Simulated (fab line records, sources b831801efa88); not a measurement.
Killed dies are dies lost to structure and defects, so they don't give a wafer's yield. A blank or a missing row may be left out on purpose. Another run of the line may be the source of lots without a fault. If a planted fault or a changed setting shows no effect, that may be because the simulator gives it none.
Which tool was responsible? | flow sky130 | Sampling: 6 lots, 18 wafers, 2 of 708 route steps

## WHAT THE GAUGES READ, wafer by wafer
SKY_SD_N_OVL_MEAS_08.
lot  | measured     | on         | SD_N_OVL (nm)
L540 | day 29 03:52 | overlay-01 | -0.7 2.0 1.3
L542 | day 29 12:13 | overlay-01 | -0.4 -0.5 0.4
L544 | day 30 09:26 | overlay-01 | 2.3 -0.9 4.0
L549 | day 31 21:05 | overlay-01 | -0.4 0.9 -2.1
L556 | day 33 22:29 | overlay-01 | 0.3 2.2 2.3
L560 | day 35 06:44 | overlay-02 | 1.8 1.5 1.8

## WHAT TOOL EACH LOT RAN ON (gives the tool, then ch and the chambers of the sampled wafers, and finally the start)
lot  | SKY_LDD_N_IMPLANT_15
L540 | implanter-04 ch 0, day 19 02:17
L542 | implanter-04 ch 0, day 19 09:44
L544 | implanter-03 ch 0, day 20 10:34
L549 | implanter-02 ch 0, day 22 01:08
L556 | implanter-02 ch 0, day 24 08:22
L560 | implanter-04 ch 0, day 25 23:16
- SKY_LDD_N_IMPLANT_15

## THE ANSWER, worked out from the rows above alone
Rule: what is usual is taken from the lots themselves. The widest of any qualifying gaps counts: lots, ordered by their means at a reading, are off when they make up no more than a third of the lots, leave a main group of 4 or more, and stand apart from it by 3 or more times the standard deviation of that group's means. The tables above print the reading to a certain number of digits; a main group whose means all agree to those digits is not used. Also off: a lot with no number at a reading for which 4 or more lots have one. Where the step has rows for the other lots, those lots are counted as sound.
None of the lots is off at any reading shown; this tells nothing.

## WHAT WAS PUT IN BY THE SIMULATOR
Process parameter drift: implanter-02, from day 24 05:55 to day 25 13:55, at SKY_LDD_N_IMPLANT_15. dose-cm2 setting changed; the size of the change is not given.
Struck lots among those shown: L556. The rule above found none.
